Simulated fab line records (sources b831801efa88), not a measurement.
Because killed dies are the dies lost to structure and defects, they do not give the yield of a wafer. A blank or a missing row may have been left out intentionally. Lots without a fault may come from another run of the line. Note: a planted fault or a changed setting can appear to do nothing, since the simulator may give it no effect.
Which tool is to blame? || flow sky130 || 72 wafers from 24 lots sampled at 5 of the route's 708 steps

## WHAT EACH GAUGE READ, for each wafer
SKY_CONTACT_THK_MEAS_03.
{"lot": "L074", "measured": "day 30 02:16", "on": "film_metro-01", "CONTACT_HDPCVD_THK (nm)": "562 566 566"}
{"lot": "L075", "measured": "day 30 19:23", "on": "film_metro-03", "CONTACT_HDPCVD_THK (nm)": "568 573 575"}
{"lot": "L076", "measured": "day 31 01:32", "on": "film_metro-03", "CONTACT_HDPCVD_THK (nm)": "564 561 561"}
{"lot": "L077", "measured": "day 31 06:47", "on": "film_metro-03", "CONTACT_HDPCVD_THK (nm)": "569 559 570"}
{"lot": "L078", "measured": "day 31 10:49", "on": "film_metro-01", "CONTACT_HDPCVD_THK (nm)": "567 560 565"}
{"lot": "L079", "measured": "day 31 19:28", "on": "film_metro-02", "CONTACT_HDPCVD_THK (nm)": "572 562 556"}
{"lot": "L080", "measured": "day 32 14:07", "on": "film_metro-01", "CONTACT_HDPCVD_THK (nm)": "565 555 556"}
{"lot": "L081", "measured": "day 33 04:18", "on": "film_metro-02", "CONTACT_HDPCVD_THK (nm)": "557 561 566"}
{"lot": "L082", "measured": "day 34 00:13", "on": "film_metro-01", "CONTACT_HDPCVD_THK (nm)": "566 565 564"}
{"lot": "L083", "measured": "day 34 04:59", "on": "film_metro-02", "CONTACT_HDPCVD_THK (nm)": "573 565 561"}
{"lot": "L085", "measured": "day 34 09:55", "on": "film_metro-03", "CONTACT_HDPCVD_THK (nm)": "564 562 564"}
{"lot": "L084", "measured": "day 34 11:04", "on": "film_metro-02", "CONTACT_HDPCVD_THK (nm)": "566 567 564"}
{"lot": "L086", "measured": "day 34 15:28", "on": "film_metro-03", "CONTACT_HDPCVD_THK (nm)": "562 559 556"}
{"lot": "L088", "measured": "day 35 05:06", "on": "film_metro-02", "CONTACT_HDPCVD_THK (nm)": "566 566 572"}
{"lot": "L087", "measured": "day 35 11:51", "on": "film_metro-01", "CONTACT_HDPCVD_THK (nm)": "557 555 561"}
{"lot": "L090", "measured": "day 36 01:52", "on": "film_metro-03", "CONTACT_HDPCVD_THK (nm)": "571 562 565"}
{"lot": "L089", "measured": "day 36 02:10", "on": "film_metro-03", "CONTACT_HDPCVD_THK (nm)": "564 564 552"}
{"lot": "L091", "measured": "day 36 11:52", "on": "film_metro-02", "CONTACT_HDPCVD_THK (nm)": "561 560 548"}
{"lot": "L092", "measured": "day 36 12:53", "on": "film_metro-03", "CONTACT_HDPCVD_THK (nm)": "568 563 570"}
{"lot": "L093", "measured": "day 36 13:51", "on": "film_metro-02", "CONTACT_HDPCVD_THK (nm)": "561 564 566"}
{"lot": "L095", "measured": "day 37 00:41", "on": "film_metro-02", "CONTACT_HDPCVD_THK (nm)": "556 555 558"}
{"lot": "L094", "measured": "day 37 01:39", "on": "film_metro-01", "CONTACT_HDPCVD_THK (nm)": "575 571 564"}
{"lot": "L096", "measured": "day 37 10:05", "on": "film_metro-03", "CONTACT_HDPCVD_THK (nm)": "557 563 559"}
{"lot": "L097", "measured": "day 37 15:20", "on": "film_metro-01", "CONTACT_HDPCVD_THK (nm)": "578 568 570"}

SKY_CONTACT_RS_MEAS_25: uses a four-point probe to measure.
{"lot": "L074", "measured": "day 31 07:39", "on": "film_metro-01", "CONTACT_W_RS (ohm/sq)": "0.333 0.339 0.335"}
{"lot": "L075", "measured": "day 32 00:47", "on": "film_metro-03", "CONTACT_W_RS (ohm/sq)": "0.337 0.335 0.337"}
{"lot": "L076", "measured": "day 32 06:07", "on": "film_metro-02", "CONTACT_W_RS (ohm/sq)": "0.336 0.337 0.341"}
{"lot": "L077", "measured": "day 32 12:21", "on": "film_metro-02", "CONTACT_W_RS (ohm/sq)": "0.336 0.339 0.343"}
{"lot": "L078", "measured": "day 32 15:55", "on": "film_metro-01", "CONTACT_W_RS (ohm/sq)": "0.336 0.341 0.336"}
{"lot": "L079", "measured": "day 33 00:31", "on": "film_metro-02", "CONTACT_W_RS (ohm/sq)": "0.336 0.336 0.336"}
{"lot": "L080", "measured": "day 33 18:10", "on": "film_metro-03", "CONTACT_W_RS (ohm/sq)": "0.340 0.339 0.334"}
{"lot": "L081", "measured": "day 34 08:28", "on": "film_metro-01", "CONTACT_W_RS (ohm/sq)": "0.339 0.345 0.340"}
{"lot": "L082", "measured": "day 35 04:28", "on": "film_metro-02", "CONTACT_W_RS (ohm/sq)": "0.334 0.332 0.340"}
{"lot": "L083", "measured": "day 35 08:18", "on": "film_metro-02", "CONTACT_W_RS (ohm/sq)": "0.336 0.339 0.342"}
{"lot": "L085", "measured": "day 35 12:59", "on": "film_metro-02", "CONTACT_W_RS (ohm/sq)": "0.338 0.340 0.338"}
{"lot": "L084", "measured": "day 35 15:03", "on": "film_metro-02", "CONTACT_W_RS (ohm/sq)": "0.342 0.337 0.343"}
{"lot": "L086", "measured": "day 35 18:47", "on": "film_metro-02", "CONTACT_W_RS (ohm/sq)": "0.337 0.334 0.335"}
{"lot": "L088", "measured": "day 36 08:05", "on": "film_metro-03", "CONTACT_W_RS (ohm/sq)": "0.338 0.339 0.338"}
{"lot": "L087", "measured": "day 36 14:52", "on": "film_metro-02", "CONTACT_W_RS (ohm/sq)": "0.339 0.339 0.342"}
{"lot": "L090", "measured": "day 37 05:02", "on": "film_metro-01", "CONTACT_W_RS (ohm/sq)": "0.337 0.337 0.339"}
{"lot": "L089", "measured": "day 37 05:23", "on": "film_metro-03", "CONTACT_W_RS (ohm/sq)": "0.338 0.338 0.338"}
{"lot": "L091", "measured": "day 37 15:21", "on": "film_metro-02", "CONTACT_W_RS (ohm/sq)": "0.341 0.341 0.339"}
{"lot": "L092", "measured": "day 37 16:38", "on": "film_metro-02", "CONTACT_W_RS (ohm/sq)": "0.337 0.332 0.340"}
{"lot": "L093", "measured": "day 37 18:09", "on": "film_metro-03", "CONTACT_W_RS (ohm/sq)": "0.334 0.336 0.334"}
{"lot": "L095", "measured": "day 38 04:25", "on": "film_metro-01", "CONTACT_W_RS (ohm/sq)": "0.340 0.336 0.336"}
{"lot": "L094", "measured": "day 38 05:26", "on": "film_metro-02", "CONTACT_W_RS (ohm/sq)": "0.335 0.341 0.334"}
{"lot": "L096", "measured": "day 38 14:01", "on": "film_metro-02", "CONTACT_W_RS (ohm/sq)": "0.333 0.339 0.335"}
{"lot": "L097", "measured": "day 38 18:22", "on": "film_metro-02", "CONTACT_W_RS (ohm/sq)": "0.342 0.335 0.338"}

SKY_CAP2M_THK_MEAS_01.
{"lot": "L074", "measured": "day 39 09:43", "on": "film_metro-02", "CAP2M_CVD_00_THK (nm)": "15.51 15.42 15.63"}
{"lot": "L075", "measured": "day 40 02:25", "on": "film_metro-02", "CAP2M_CVD_00_THK (nm)": "14.96 15.28 15.47"}
{"lot": "L076", "measured": "day 40 05:50", "on": "film_metro-02", "CAP2M_CVD_00_THK (nm)": "15.30 15.08 15.29"}
{"lot": "L077", "measured": "day 40 10:39", "on": "film_metro-04", "CAP2M_CVD_00_THK (nm)": "15.33 15.19 15.45"}
{"lot": "L078", "measured": "day 40 15:15", "on": "film_metro-03", "CAP2M_CVD_00_THK (nm)": "15.52 15.54 15.70"}
{"lot": "L079", "measured": "day 41 01:05", "on": "film_metro-02", "CAP2M_CVD_00_THK (nm)": "15.41 15.57 15.76"}
{"lot": "L080", "measured": "day 41 13:55", "on": "film_metro-04", "CAP2M_CVD_00_THK (nm)": "15.17 15.10 15.28"}
{"lot": "L081", "measured": "day 42 02:29", "on": "film_metro-04", "CAP2M_CVD_00_THK (nm)": "15.36 15.51 15.56"}
{"lot": "L082", "measured": "day 42 21:56", "on": "film_metro-04", "CAP2M_CVD_00_THK (nm)": "15.19 15.84 15.71"}
{"lot": "L083", "measured": "day 43 01:39", "on": "film_metro-02", "CAP2M_CVD_00_THK (nm)": "15.97 15.43 15.92"}
{"lot": "L085", "measured": "day 43 07:15", "on": "film_metro-02", "CAP2M_CVD_00_THK (nm)": "15.12 15.54 15.30"}
{"lot": "L084", "measured": "day 43 07:16", "on": "film_metro-04", "CAP2M_CVD_00_THK (nm)": "15.16 15.84 15.37"}
{"lot": "L086", "measured": "day 43 10:27", "on": "film_metro-03", "CAP2M_CVD_00_THK (nm)": "15.00 15.26 15.58"}
{"lot": "L088", "measured": "day 43 21:13", "on": "film_metro-04", "CAP2M_CVD_00_THK (nm)": "15.50 15.49 15.46"}
{"lot": "L087", "measured": "day 44 05:27", "on": "film_metro-02", "CAP2M_CVD_00_THK (nm)": "15.14 15.17 15.27"}
{"lot": "L090", "measured": "day 44 15:27", "on": "film_metro-04", "CAP2M_CVD_00_THK (nm)": "15.64 15.46 15.73"}
{"lot": "L089", "measured": "day 44 17:08", "on": "film_metro-03", "CAP2M_CVD_00_THK (nm)": "15.41 15.56 15.61"}
{"lot": "L091", "measured": "day 44 23:16", "on": "film_metro-04", "CAP2M_CVD_00_THK (nm)": "15.13 15.42 15.45"}
{"lot": "L092", "measured": "day 45 00:37", "on": "film_metro-04", "CAP2M_CVD_00_THK (nm)": "15.47 15.69 15.83"}
{"lot": "L093", "measured": "day 45 04:12", "on": "film_metro-03", "CAP2M_CVD_00_THK (nm)": "15.29 15.74 15.76"}
{"lot": "L095", "measured": "day 45 09:39", "on": "film_metro-03", "CAP2M_CVD_00_THK (nm)": "15.31 15.45 15.56"}
{"lot": "L094", "measured": "day 45 12:24", "on": "film_metro-04", "CAP2M_CVD_00_THK (nm)": "15.34 15.61 15.81"}
{"lot": "L096", "measured": "day 45 19:16", "on": "film_metro-04", "CAP2M_CVD_00_THK (nm)": "15.53 15.40 15.70"}
{"lot": "L097", "measured": "day 45 20:20", "on": "film_metro-02", "CAP2M_CVD_00_THK (nm)": "15.11 15.08 15.41"}

## WHICH TOOL RAN EACH LOT (tool, then ch and the chambers of the sampled wafers, then the start)
{"lot": "L074", "SKY_CONTACT_ETCH_16": "rie_diel-04 ch 0,1,2, day 31 06:43", "SKY_METAL2_DESCUM_17": "rie_metal-01 ch 0,1, day 34 20:42"}
{"lot": "L075", "SKY_CONTACT_ETCH_16": "rie_diel-04 ch 1,3, day 31 23:43", "SKY_METAL2_DESCUM_17": "rie_metal-01 ch 0,1, day 35 11:26"}
{"lot": "L076", "SKY_CONTACT_ETCH_16": "rie_diel-03 ch 0,1,3, day 32 04:52", "SKY_METAL2_DESCUM_17": "rie_metal-01 ch 0,1, day 35 17:03"}
{"lot": "L077", "SKY_CONTACT_ETCH_16": "rie_diel-03 ch 0,2, day 32 10:58", "SKY_METAL2_DESCUM_17": "rie_metal-01 ch 0,1, day 35 23:13"}
{"lot": "L078", "SKY_CONTACT_ETCH_16": "rie_diel-01 ch 1,2,3, day 32 14:35", "SKY_METAL2_DESCUM_17": "rie_metal-01 ch 0,1, day 36 02:15"}
{"lot": "L079", "SKY_CONTACT_ETCH_16": "rie_diel-04 ch 0,2,3, day 32 23:37", "SKY_METAL2_DESCUM_17": "rie_metal-03 ch 0, day 36 12:35"}
{"lot": "L080", "SKY_CONTACT_ETCH_16": "rie_diel-04 ch 0,2,3, day 33 17:16", "SKY_METAL2_DESCUM_17": "rie_metal-01 ch 0, day 37 04:21"}
{"lot": "L081", "SKY_CONTACT_ETCH_16": "rie_diel-04 ch 1,3, day 34 07:31", "SKY_METAL2_DESCUM_17": "rie_metal-02 ch 0,1, day 37 17:55"}
{"lot": "L082", "SKY_CONTACT_ETCH_16": "rie_diel-03 ch 1,2, day 35 03:34", "SKY_METAL2_DESCUM_17": "rie_metal-01 ch 0, day 38 14:48"}
{"lot": "L083", "SKY_CONTACT_ETCH_16": "rie_diel-03 ch 0,1,2, day 35 07:22", "SKY_METAL2_DESCUM_17": "rie_metal-02 ch 1, day 38 19:00"}
{"lot": "L085", "SKY_CONTACT_ETCH_16": "rie_diel-03 ch 0,1, day 35 12:04", "SKY_METAL2_DESCUM_17": "rie_metal-03 ch 1, day 38 23:25"}
{"lot": "L084", "SKY_CONTACT_ETCH_16": "rie_diel-04 ch 0,1, day 35 14:05", "SKY_METAL2_DESCUM_17": "rie_metal-02 ch 0,1, day 39 00:35"}
{"lot": "L086", "SKY_CONTACT_ETCH_16": "rie_diel-04 ch 0,1,2, day 35 17:52", "SKY_METAL2_DESCUM_17": "rie_metal-03 ch 1, day 39 03:44"}
{"lot": "L088", "SKY_CONTACT_ETCH_16": "rie_diel-01 ch 0,2,3, day 36 07:08", "SKY_METAL2_DESCUM_17": "rie_metal-03 ch 0,1, day 39 16:54"}
{"lot": "L087", "SKY_CONTACT_ETCH_16": "rie_diel-01 ch 2,3, day 36 13:58", "SKY_METAL2_DESCUM_17": "rie_metal-02 ch 0,1, day 40 00:25"}
{"lot": "L090", "SKY_CONTACT_ETCH_16": "rie_diel-04 ch 1,2,3, day 37 04:08", "SKY_METAL2_DESCUM_17": "rie_metal-03 ch 0,1, day 40 12:05"}
{"lot": "L089", "SKY_CONTACT_ETCH_16": "rie_diel-01 ch 1,2,3, day 37 04:29", "SKY_METAL2_DESCUM_17": "rie_metal-02 ch 0,1, day 40 12:54"}
{"lot": "L091", "SKY_CONTACT_ETCH_16": "rie_diel-01 ch 1,2, day 37 14:23", "SKY_METAL2_DESCUM_17": "rie_metal-02 ch 0,1, day 40 21:35"}
{"lot": "L092", "SKY_CONTACT_ETCH_16": "rie_diel-01 ch 0,1,2, day 37 15:38", "SKY_METAL2_DESCUM_17": "rie_metal-03 ch 0,1, day 40 22:21"}
{"lot": "L093", "SKY_CONTACT_ETCH_16": "rie_diel-04 ch 0,1, day 37 17:10", "SKY_METAL2_DESCUM_17": "rie_metal-01 ch 0,1, day 41 01:39"}
{"lot": "L095", "SKY_CONTACT_ETCH_16": "rie_diel-04 ch 0,2, day 38 03:31", "SKY_METAL2_DESCUM_17": "rie_metal-02 ch 0,1, day 41 10:32"}
{"lot": "L094", "SKY_CONTACT_ETCH_16": "rie_diel-01 ch 0,2,3, day 38 04:29", "SKY_METAL2_DESCUM_17": "rie_metal-03 ch 0,1, day 41 12:21"}
{"lot": "L096", "SKY_CONTACT_ETCH_16": "rie_diel-04 ch 0,1,3, day 38 13:07", "SKY_METAL2_DESCUM_17": "rie_metal-01 ch 0, day 41 19:02"}
{"lot": "L097", "SKY_CONTACT_ETCH_16": "rie_diel-03 ch 1,2,3, day 38 17:28", "SKY_METAL2_DESCUM_17": "rie_metal-01 ch 0, day 41 21:33"}
- SKY_CONTACT_ETCH_16: etches BARC in N2/H2, stops on SiO2, time 45.9 s, target depth 60 nm.
- SKY_METAL2_DESCUM_17: chemistry O2, time 8 s.

## WHAT THE TOOLS THEMSELVES READ (means of the sampled wafers that have a number; where no wafer has one, the mark that the record gives instead)
SKY_CONTACT_ETCH_16.
{"lot": "L074", "tool": "rie_diel-04", "drypump_motor_current_A (A)": 5.3, "oes_product_au (a.u.)": 0.855, "throttle_valve_pct (%)": 13.229}
{"lot": "L075", "tool": "rie_diel-04", "drypump_motor_current_A (A)": 5.8, "oes_product_au (a.u.)": 0.854, "throttle_valve_pct (%)": 13.223}
{"lot": "L076", "tool": "rie_diel-03", "drypump_motor_current_A (A)": 5.8, "oes_product_au (a.u.)": 0.854, "throttle_valve_pct (%)": 13.226}
{"lot": "L077", "tool": "rie_diel-03", "drypump_motor_current_A (A)": 5.9, "oes_product_au (a.u.)": 0.853, "throttle_valve_pct (%)": 13.232}
{"lot": "L078", "tool": "rie_diel-01", "drypump_motor_current_A (A)": 5.5, "oes_product_au (a.u.)": 0.853, "throttle_valve_pct (%)": 13.224}
{"lot": "L079", "tool": "rie_diel-04", "drypump_motor_current_A (A)": 5.2, "oes_product_au (a.u.)": 0.853, "throttle_valve_pct (%)": 13.225}
{"lot": "L080", "tool": "rie_diel-04", "drypump_motor_current_A (A)": 5.3, "oes_product_au (a.u.)": 0.858, "throttle_valve_pct (%)": 13.225}
{"lot": "L081", "tool": "rie_diel-04", "drypump_motor_current_A (A)": 5.8, "oes_product_au (a.u.)": 0.858, "throttle_valve_pct (%)": 13.228}
{"lot": "L082", "tool": "rie_diel-03", "drypump_motor_current_A (A)": 5.2, "oes_product_au (a.u.)": 0.855, "throttle_valve_pct (%)": 13.223}
{"lot": "L083", "tool": "rie_diel-03", "drypump_motor_current_A (A)": 5.6, "oes_product_au (a.u.)": 0.858, "throttle_valve_pct (%)": 13.219}
{"lot": "L085", "tool": "rie_diel-03", "drypump_motor_current_A (A)": 6.1, "oes_product_au (a.u.)": 0.859, "throttle_valve_pct (%)": 13.228}
{"lot": "L084", "tool": "rie_diel-04", "drypump_motor_current_A (A)": 5.4, "oes_product_au (a.u.)": 0.855, "throttle_valve_pct (%)": 13.223}
{"lot": "L086", "tool": "rie_diel-04", "drypump_motor_current_A (A)": 5.2, "oes_product_au (a.u.)": 0.859, "throttle_valve_pct (%)": 13.213}
{"lot": "L088", "tool": "rie_diel-01", "drypump_motor_current_A (A)": 5.5, "oes_product_au (a.u.)": 0.854, "throttle_valve_pct (%)": 13.217}
{"lot": "L087", "tool": "rie_diel-01", "drypump_motor_current_A (A)": 5.4, "oes_product_au (a.u.)": 0.855, "throttle_valve_pct (%)": 13.225}
{"lot": "L090", "tool": "rie_diel-04", "drypump_motor_current_A (A)": 5.6, "oes_product_au (a.u.)": 0.856, "throttle_valve_pct (%)": 13.210}
{"lot": "L089", "tool": "rie_diel-01", "drypump_motor_current_A (A)": 5.5, "oes_product_au (a.u.)": 0.851, "throttle_valve_pct (%)": 13.219}
{"lot": "L091", "tool": "rie_diel-01", "drypump_motor_current_A (A)": 5.6, "oes_product_au (a.u.)": 0.862, "throttle_valve_pct (%)": 13.225}
{"lot": "L092", "tool": "rie_diel-01", "drypump_motor_current_A (A)": 5.6, "oes_product_au (a.u.)": 0.858, "throttle_valve_pct (%)": 13.225}
{"lot": "L093", "tool": "rie_diel-04", "drypump_motor_current_A (A)": 5.4, "oes_product_au (a.u.)": 0.854, "throttle_valve_pct (%)": 13.220}
{"lot": "L095", "tool": "rie_diel-04", "drypump_motor_current_A (A)": 4.9, "oes_product_au (a.u.)": 0.854, "throttle_valve_pct (%)": 13.229}
{"lot": "L094", "tool": "rie_diel-01", "drypump_motor_current_A (A)": 5.5, "oes_product_au (a.u.)": 0.853, "throttle_valve_pct (%)": 13.222}
{"lot": "L096", "tool": "rie_diel-04", "drypump_motor_current_A (A)": 5.4, "oes_product_au (a.u.)": 0.861, "throttle_valve_pct (%)": 13.221}
{"lot": "L097", "tool": "rie_diel-03", "drypump_motor_current_A (A)": 5.3, "oes_product_au (a.u.)": 0.855, "throttle_valve_pct (%)": 13.220}

SKY_METAL2_DESCUM_17.
{"lot": "L074", "tool": "rie_metal-01", "drypump_motor_current_A (A)": 5.93, "oes_product_au (a.u.)": 1.004}
{"lot": "L075", "tool": "rie_metal-01", "drypump_motor_current_A (A)": 5.84, "oes_product_au (a.u.)": 1.007}
{"lot": "L076", "tool": "rie_metal-01", "drypump_motor_current_A (A)": 5.93, "oes_product_au (a.u.)": 1.013}
{"lot": "L077", "tool": "rie_metal-01", "drypump_motor_current_A (A)": 5.83, "oes_product_au (a.u.)": 0.998}
{"lot": "L078", "tool": "rie_metal-01", "drypump_motor_current_A (A)": 5.92, "oes_product_au (a.u.)": 0.999}
{"lot": "L079", "tool": "rie_metal-03", "drypump_motor_current_A (A)": 5.77, "oes_product_au (a.u.)": 0.999}
{"lot": "L080", "tool": "rie_metal-01", "drypump_motor_current_A (A)": 6.05, "oes_product_au (a.u.)": 1.004}
{"lot": "L081", "tool": "rie_metal-02", "drypump_motor_current_A (A)": 5.97, "oes_product_au (a.u.)": 0.993}
{"lot": "L082", "tool": "rie_metal-01", "drypump_motor_current_A (A)": 6.03, "oes_product_au (a.u.)": 1.000}
{"lot": "L083", "tool": "rie_metal-02", "drypump_motor_current_A (A)": 5.85, "oes_product_au (a.u.)": 0.978}
{"lot": "L085", "tool": "rie_metal-03", "drypump_motor_current_A (A)": 5.70, "oes_product_au (a.u.)": 0.992}
{"lot": "L084", "tool": "rie_metal-02", "drypump_motor_current_A (A)": 6.08, "oes_product_au (a.u.)": 1.009}
{"lot": "L086", "tool": "rie_metal-03", "drypump_motor_current_A (A)": 5.72, "oes_product_au (a.u.)": 1.004}
{"lot": "L088", "tool": "rie_metal-03", "drypump_motor_current_A (A)": 5.73, "oes_product_au (a.u.)": 0.999}
{"lot": "L087", "tool": "rie_metal-02", "drypump_motor_current_A (A)": 6.08, "oes_product_au (a.u.)": 1.000}
{"lot": "L090", "tool": "rie_metal-03", "drypump_motor_current_A (A)": 5.72, "oes_product_au (a.u.)": 0.998}
{"lot": "L089", "tool": "rie_metal-02", "drypump_motor_current_A (A)": 5.97, "oes_product_au (a.u.)": 0.991}
{"lot": "L091", "tool": "rie_metal-02", "drypump_motor_current_A (A)": 6.07, "oes_product_au (a.u.)": 1.001}
{"lot": "L092", "tool": "rie_metal-03", "drypump_motor_current_A (A)": 5.74, "oes_product_au (a.u.)": 1.005}
{"lot": "L093", "tool": "rie_metal-01", "drypump_motor_current_A (A)": 5.83, "oes_product_au (a.u.)": 1.006}
{"lot": "L095", "tool": "rie_metal-02", "drypump_motor_current_A (A)": 5.95, "oes_product_au (a.u.)": 0.989}
{"lot": "L094", "tool": "rie_metal-03", "drypump_motor_current_A (A)": 5.75, "oes_product_au (a.u.)": 1.002}
{"lot": "L096", "tool": "rie_metal-01", "drypump_motor_current_A (A)": 6.00, "oes_product_au (a.u.)": 1.006}
{"lot": "L097", "tool": "rie_metal-01", "drypump_motor_current_A (A)": 6.03, "oes_product_au (a.u.)": 1.007}

## THE ANSWER, worked out from the rows above alone
Rule: the usual values come from the lots themselves. Put in order of their means at a reading, lots are off if they are a third of the lots or fewer, leave a main group of 4 or more, and stand apart from it by a gap of 3 or more times the standard deviation of the main group's means; of several such gaps the widest counts. A main group is skipped when, at the precision printed for the reading in the tables above, its means are all equal. A lot without any number at a reading at which 4 lots or more have one is off too. Where the step has rows for the other lots, those lots are counted as sound. After the gauges, taken in route order, come the tools' own readings; for these a lot's mean is taken, as printed above. The first step at which some lot is off is used, and at that step the reading that is off furthest; a lot without a number counts as furthest.
Across all readings shown, no lot is off: no conclusion can be drawn from this.

## WHAT WAS PUT IN BY THE SIMULATOR
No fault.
